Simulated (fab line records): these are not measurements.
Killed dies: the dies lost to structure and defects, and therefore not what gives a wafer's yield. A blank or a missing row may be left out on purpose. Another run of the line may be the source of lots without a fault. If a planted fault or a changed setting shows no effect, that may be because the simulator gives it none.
Which of the tools did it?	flow gf180mcu	20 wafers from 7 lots sampled at 4 of the route's 602 steps

## WHAT EACH GAUGE READ, for each wafer
GF_V2_THK_MEAS_03.
lot	measured	on	V2_CVD_02_THK (nm)
L850	day 20 03:58	film_metro-01	830 842 858
L853	day 21 02:16	film_metro-01	849 848 861
L855	day 22 02:00	film_metro-02	846 856 869
L858	day 22 21:46	film_metro-01	824 829 848
L861	day 24 00:53	film_metro-02	842 853 861
L867	day 26 04:49	film_metro-01	510 839
L869	day 26 10:17	film_metro-02	841 843 850

## WHAT TOOL EACH LOT RAN ON (gives the tool, then ch and the chambers of the sampled wafers, and finally the start)
lot	GF_V1_CVD_02	GF_V1_CMP_04	GF_V2_CVD_02
L850	pecvd-01 ch 0,1,2, day 17 23:58	cmp-01 ch 0,1,3, day 18 00:11	pecvd-01 ch 0,1,2, day 20 03:53
L853	pecvd-03 ch 1,2, day 19 00:07	cmp-02 ch 0,1,3, day 19 00:15	pecvd-01 ch 0,1, day 21 02:11
L855	pecvd-03 ch 0,1,2, day 19 23:05	cmp-02 ch 2,3, day 19 23:16	pecvd-02 ch 0,2, day 22 01:56
L858	pecvd-01 ch 0,1,2, day 20 20:07	cmp-01 ch 0,1,2, day 20 20:15	pecvd-03 ch 0,1,2, day 22 21:41
L861	pecvd-03 ch 0,1,2, day 22 00:05	cmp-02 ch 2,3, day 22 00:13	pecvd-01 ch 0,2, day 24 00:48
L867	pecvd-01 ch 0,1, day 24 07:10	cmp-01 ch 1,3, day 24 07:20	pecvd-01 ch 0,2, day 26 04:44
L869	pecvd-03 ch 0,1, day 24 12:59	cmp-01 ch 2,3, day 24 13:10	pecvd-02 ch 0,2, day 26 10:13
- GF_V1_CVD_02: deposits SiO2 from TEOS, target thk 850 nm, time 94.851 s.
- GF_V1_CMP_04: polishes SiO2.
- GF_V2_CVD_02: deposits SiO2 from TEOS, target thk 850 nm, time 94.851 s.

## THE ANSWER, worked out from the rows above alone
Rule: the lots themselves supply what counts as usual. Put in order of their means at a reading, lots are off if they are a third of the lots or fewer, leave a main group of 4 or more, and stand apart from it by a gap of 3 or more times the standard deviation of the main group's means; of several such gaps the widest counts. Not used: any main group whose means are identical at the precision the tables above print for the reading. Also off: a lot with no number at a reading for which 4 or more lots have one. Where the step has rows for the other lots, those lots are counted as sound.
Off: L867, seen at GF_V2_THK_MEAS_03 (V2_CVD_02_THK). The main group has a mean of 847 nm with a standard deviation of 7.7.
A tool fits if, at a process step before that reading, it ran every lot that is off, and no sound lot after the first of them. Those tools and the gauges at GF_V2_THK_MEAS_03 are tried in the same way. Undecided on this evidence; 2 tools fit (pecvd-01 at GF_V1_CVD_02 and GF_V2_CVD_02, film_metro-01 at GF_V2_THK_MEAS_03).

## WHAT THE SIMULATOR HAD PUT IN
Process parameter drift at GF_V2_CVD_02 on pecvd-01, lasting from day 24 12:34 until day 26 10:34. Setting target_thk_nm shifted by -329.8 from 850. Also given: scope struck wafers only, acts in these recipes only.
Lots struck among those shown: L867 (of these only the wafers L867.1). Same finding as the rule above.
